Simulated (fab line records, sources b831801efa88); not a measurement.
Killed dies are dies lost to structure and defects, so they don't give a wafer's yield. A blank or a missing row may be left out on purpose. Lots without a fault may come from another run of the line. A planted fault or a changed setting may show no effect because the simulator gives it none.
Tool commonality check | flow gf180mcu | 14 lots, 42 wafers sampled

WHY IT WAS OPENED
At GF_HV_LDD_TW_MEAS_50 the reading HV_LDD_4_TW is flagged on 3 of 14 lots. Wafers without a fault read 568, standard deviation 3.4.
Rule: a lot is flagged when every wafer of it that has a number lies more than 4 standard deviations from that mean, or none has a number. The other lots count as sound.

lot  | measured     | on            | HV_LDD_4_TW, wafer by wafer | flag
L292 | day 12 12:56 | film_metro-01 | 567 571 572                 |
L293 | day 12 21:06 | film_metro-03 | 574 568 571                 |
L294 | day 13 02:12 | film_metro-01 | 576 571 574                 |
L295 | day 13 17:05 | film_metro-04 | 1454 1456 1456              | FLAGGED
L296 | day 13 22:28 | film_metro-04 | 1454 1449 1460              | FLAGGED
L297 | day 14 18:09 | film_metro-01 | 1463 1467 1465              | FLAGGED
L304 | day 16 12:29 | film_metro-04 | 564 565 568                 |
L305 | day 16 16:57 | film_metro-03 | 569 570 570                 |
L306 | day 17 08:12 | film_metro-04 | 567 564 567                 |
L307 | day 17 13:50 | film_metro-04 | 565 564 567                 |
L308 | day 18 00:17 | film_metro-01 | 568 571 572                 |
L309 | day 18 05:06 | film_metro-04 | 562 565 565                 |
L310 | day 18 13:50 | film_metro-04 | 564 566 563                 |
L311 | day 19 02:40 | film_metro-04 | 563 569 568                 |
The numbers of the flagged lots are 1458 on average: +890 against the usual, or +99 or more standard deviations.

WHICH TOOL RAN EACH LOT
The record holds 1 process step before the reading, out of a route of 602 steps. In each cell: the tool, then ch and the chambers that the sampled wafers went through, then the start.
lot  | flag    | GF_HV_LDD_COAT_26
L292 |         | litho_track-02 ch 0, day 11 07:16
L293 |         | litho_track-03 ch 0, day 11 14:19
L294 |         | litho_track-01 ch 0, day 11 20:12
L295 | FLAGGED | litho_track-01, day 12 08:54
L296 | FLAGGED | litho_track-03, day 12 15:23
L297 | FLAGGED | litho_track-03, day 13 09:49
L304 |         | litho_track-01 ch 0, day 15 02:45
L305 |         | litho_track-03 ch 0, day 15 06:40
L306 |         | litho_track-01 ch 0, day 15 20:24
L307 |         | litho_track-03 ch 0, day 16 02:14
L308 |         | litho_track-02 ch 0, day 16 11:07
L309 |         | litho_track-01 ch 0, day 16 17:00
L310 |         | litho_track-01 ch 0, day 17 01:10
L311 |         | litho_track-02 ch 0, day 17 13:47
What these steps do:
- GF_HV_LDD_COAT_26: resist thk 1000 nm.
- GF_HV_LDD_TW_MEAS_50

FLAGGED OVER TOTAL, TOOL BY TOOL (the gauges that took the reading come last)
step                 | tool           | lots run | flagged | share of the flagged lots | sound lots run after its first flagged lot
GF_HV_LDD_COAT_26    | litho_track-01 | 6        | 1       | some                      | 4 (L304,L306,L309,L310)
GF_HV_LDD_COAT_26    | litho_track-02 | 3        | 0       | none                      | -
GF_HV_LDD_COAT_26    | litho_track-03 | 5        | 2       | some                      | 2 (L305,L307)
GF_HV_LDD_TW_MEAS_50 | film_metro-01  | 4        | 1       | some                      | 1 (L308)
GF_HV_LDD_TW_MEAS_50 | film_metro-03  | 2        | 0       | none                      | -
GF_HV_LDD_TW_MEAS_50 | film_metro-04  | 8        | 2       | some                      | 6 (L304,L306,L307,L309,L310,L311)

WHAT THE TABLE ALLOWS
No row of the table ran every flagged lot.

WHAT THE SIMULATOR HAD PUT IN
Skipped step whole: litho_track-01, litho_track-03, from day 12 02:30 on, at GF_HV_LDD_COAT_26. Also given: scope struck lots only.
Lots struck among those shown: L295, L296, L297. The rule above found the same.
